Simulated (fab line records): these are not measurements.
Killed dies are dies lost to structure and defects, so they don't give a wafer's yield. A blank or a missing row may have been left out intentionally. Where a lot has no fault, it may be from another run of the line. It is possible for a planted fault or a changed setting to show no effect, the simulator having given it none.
Problem report in the 8D (eight disciplines) form, filled by code | flow gf180mcu | the parts of the form that need people (team, actions taken, sign-off) are left out

## 1. WHAT WENT WRONG
run-length-s at GF_PASSIVATION_CVD_00 reads a mean of 135.3 s on 3 wafers of 2 lots; wafers without a fault read 139.8 s with a standard deviation of 0.65. Measured from the usual mean, that is -6.9 standard deviations.
The step: deposits SiO2 from TEOS, target thk 1000 nm, time 111.95 s.
First observed at day 31 04:18: wafer L470.2, on pecvd-04. At this step, 18 wafers from 6 lots have a number in the record. Rule for "out", or "out of limits": more than 4 standard deviations from the usual mean. Any other wafer with a number is counted as sound.

## 2. WHAT IT IS, WHAT IT ISN'T
question                    | is                     | is not
which readings at this step | run-length-s           | heater-power-w
which lots                  | L470, L472             | L464, L480, L483, L484
which wafers of those lots  | L470.2, L470.5, L472.2 | L470.4, L472.3, L472.4
read on which tools         | pecvd-04               | pecvd-01
when                        | from day 31 04:18      | up to then (4 sound wafers); but 11 sound wafers of L472, L480, L483, L484 came after

## 3. THE SUSPECTS, EACH WITH WHAT RULES IT OUT
Counting: any tool at a process step up to the reading remains a suspect provided it ran every lot that is out. Sound lots after the first of them don't rule it out here, since some wafers of a struck lot are sound.
- plasma-asher-04 at GF_TOP_METAL_STRIP_17 (strips in O2/N2): kept. It ran every lot that is out, first L470 (day 31 03:46).
- pecvd-04 at GF_PASSIVATION_CVD_00 (deposits SiO2 from TEOS, target thk 1000 nm, time 111.95 s): kept. It processed each lot that is out (first: L470, day 31 04:18); up to then, its last sound lot is L464 (day 29 09:21). Its own run-length-s readings are out on those wafers.
The count leaves pecvd-04 at GF_PASSIVATION_CVD_00 and plasma-asher-04 at GF_TOP_METAL_STRIP_17.

## 4. THE CAUSE (what the simulator had put in)
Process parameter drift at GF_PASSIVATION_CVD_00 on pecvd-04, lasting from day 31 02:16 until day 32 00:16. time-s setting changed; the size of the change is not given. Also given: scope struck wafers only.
Counting left 2 suspects, and this tool is among them.

## 5. THE EFFECT CHAIN, in route order
Rows list readings where the struck wafers' mean (over those with a number) sits beyond 3 standard deviations from the usual. Only readings whose record carries a usual standard deviation are examined. hours: median over the lots of the time between each lot's start at the first step of this table that gives one and its start at this step. sigmas: the change, counted in usual standard deviations.
hours | step                       | reading                | usual   | on struck wafers | change | sigmas
0     | GF_PASSIVATION_CVD_00      | run-length-s           | 139.8 s | 135.3            | -4.5   | -6.9
0     | GF_PASSIVATION_THK_MEAS_01 | PASSIVATION_CVD_00_THK | 1001 nm | 951              | -50    | -3.4
The process steps in it:
- GF_PASSIVATION_CVD_00: deposits SiO2 from TEOS, target thk 1000 nm, time 111.95 s.
At these later measuring or inspecting steps, every struck wafer for which the step has a row has a number for every such reading, and none has moved that far: GF_PASSIVATION_THK_MEAS_03.

## 6. HOW IT WOULD HAVE BEEN CAUGHT EARLIER
2 hours passed between the start of the fault at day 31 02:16 and the first reading out of limits in this record, taken at day 31 04:18.
